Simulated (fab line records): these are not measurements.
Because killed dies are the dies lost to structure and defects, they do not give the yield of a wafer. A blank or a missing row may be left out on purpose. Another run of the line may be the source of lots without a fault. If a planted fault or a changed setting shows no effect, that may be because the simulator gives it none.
Comparing a struck lot with a sound one / flow sky130 / 19 steps out of a route of 708
Sound: wafers L199.1, L199.4, L199.6. The struck wafers were L193.3, L193.5, L193.6. The cause is given at the end.
Each step with rows lists, per side, the tool, then ch with its chambers, then its first start. Under that, the readings that differ: sound wafers / struck wafers / difference of the means / sigmas: that difference in standard deviations of wafers without a fault.
alike: readings whose means differ by less than 2 such deviations, and words and numbers that are the same on both sides. not compared: withheld readings, readings that some wafer has no value for, bounds like >300 that may hide the same value, and numbers for which the record gives no deviation and whose values overlap.
A row with sigmas, a row that says differs or no value, or rows on one side alone: a step with any of these is where the two part. Numbers that don't overlap but have no deviation are shown without sigmas and don't part them. A reading that every wafer of one side lacks parts them only if that side has two wafers or more.

first, 4 steps without rows for these wafers: SKY_NWELL_SOFTBAKE_06; SKY_NWELL_EXPOSE_07 (exposes mask NWM, target cd 840 nm); SKY_NWELL_PEB_08; SKY_NWELL_DEVELOP_09 (develop time 60 s).
SKY_NWELL_OVL_MEAS_10:
  struck on overlay-01, day 7 09:14; sound on overlay-01, day 8 18:13
  alike: NWELL_00_OVL
then, 3 steps without rows for these wafers: SKY_NWELL_IMPLANT_11; SKY_NWELL_IMPLANT_12; SKY_NWELL_IMPLANT_13.
SKY_NWELL_STRIP_14: strips in O2/N2.
  sound on plasmaAsher-02 ch 0,1, day 8 18:42; struck on plasmaAsher-01 ch 0,1, day 7 09:44
  alike: drypumpMotorCurrentA, oesProductAu, stripTimeToEndpointS
  not compared: rfHoursCounterH
SKY_NWELL_TW_MEAS_15:
  struck on filmMetro-03, day 7 09:49; sound on filmMetro-01, day 8 18:48
  alike: NWELL_TW
then, 2 steps without rows for these wafers: SKY_NWELL_DEHYDRATE_16 (time 60 s); SKY_NWELL_HMDS_17 (prime time 60 s).
SKY_NWELL_COAT_18: resist thk 3000 nm.
  sound on lithoTrack-01 ch 0, day 9 05:14; struck on lithoTrack-02, day 7 19:52
  no value came back on the struck wafers for chillPlateTempC (C), dispensePressureKPa (kPa); on the sound wafers chillPlateTempC (C) reads 22.91 23.04 23.10
then, 4 steps without rows for these wafers: SKY_NWELL_SOFTBAKE_19; SKY_NWELL_EXPOSE_20 (exposes mask NWM COMPLEMENT, target cd 840 nm); SKY_NWELL_PEB_21; SKY_NWELL_DEVELOP_22 (develop time 60 s).
SKY_NWELL_OVL_MEAS_23:
  struck on overlay-01, day 8 06:09; sound on overlay-01, day 9 16:31
reading=NWELL_01_OVL (nm); sound=-1.8 -3.0 -3.0; struck=- - -; difference=no value on the struck wafers; sigmas=
following that, these wafers have no rows for 1 step: SKY_NWELL_IMPLANT_24.

WHERE THEY PART
At SKY_NWELL_COAT_18 first; at SKY_NWELL_OVL_MEAS_23 last (within this record only).

WHY: whatever the simulator had introduced
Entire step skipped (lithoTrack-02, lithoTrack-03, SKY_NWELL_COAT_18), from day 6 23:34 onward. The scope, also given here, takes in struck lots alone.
